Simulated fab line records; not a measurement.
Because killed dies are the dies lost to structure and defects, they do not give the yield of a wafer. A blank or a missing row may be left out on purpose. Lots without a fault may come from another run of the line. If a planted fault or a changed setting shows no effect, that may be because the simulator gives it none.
What tool caused it? -- flow sky130 -- 6 lots with 18 wafers sampled at 2 steps, on a route of 708 steps

## WHAT THE GAUGES READ, wafer by wafer
SKY_LDD_LDN_TW_MEAS_13.
lot,measured,on,LDD_LDN_TW
L858,day 23 20:11,film-metro-03,1562 1571 1569 1573 1573 1567
L862,day 25 06:58,film-metro-02,1583 1593 1580 1590 1589 1588
L871,day 28 05:41,film-metro-04,1488 1489 1489
L873,day 28 23:10,film-metro-04,1485 1483 1496
L877,day 30 06:46,film-metro-03,1473 1471 1471
L879,day 30 14:29,film-metro-04,1486 1481 1472

## WHAT TOOL EACH LOT RAN ON (gives the tool, then ch and the chambers of the sampled wafers, and finally the start)
lot,SKY_LDD_LDN_IMPLANT_10
L858,"implanter-03 ch 0, day 23 19:28"
L862,"implanter-03 ch 0, day 25 06:16"
L871,"implanter-02 ch 0, day 28 05:18"
L873,"implanter-03 ch 0, day 28 22:47"
L877,"implanter-03 ch 0, day 30 06:22"
L879,"implanter-02 ch 0, day 30 14:07"
- SKY_LDD_LDN_IMPLANT_10

## THE ANSWER, worked out from the rows above alone
Rule: the lots themselves supply what counts as usual. Put in order of their means at a reading, lots are off if they are a third of the lots or fewer, leave a main group of 4 or more, and stand apart from it by a gap of 3 or more times the standard deviation of the main group's means; of several such gaps the widest counts. A main group whose means are all the same, to the digits that the tables above print for the reading, isn't used. A lot without any number at a reading at which 4 lots or more have one is off too. All remaining lots with rows at the step are treated as sound.
Off: L858, L862, seen at SKY_LDD_LDN_TW_MEAS_13 (LDD_LDN_TW). For the main group the mean is 1482 and the standard deviation 6.9.
A tool fits if, at a process step before that reading, it ran every lot that is off, and no sound lot after the first of them. Gauges at SKY_LDD_LDN_TW_MEAS_13: tried the same way as those tools. None of those tried fits.

## WHAT THE SIMULATOR PUT IN
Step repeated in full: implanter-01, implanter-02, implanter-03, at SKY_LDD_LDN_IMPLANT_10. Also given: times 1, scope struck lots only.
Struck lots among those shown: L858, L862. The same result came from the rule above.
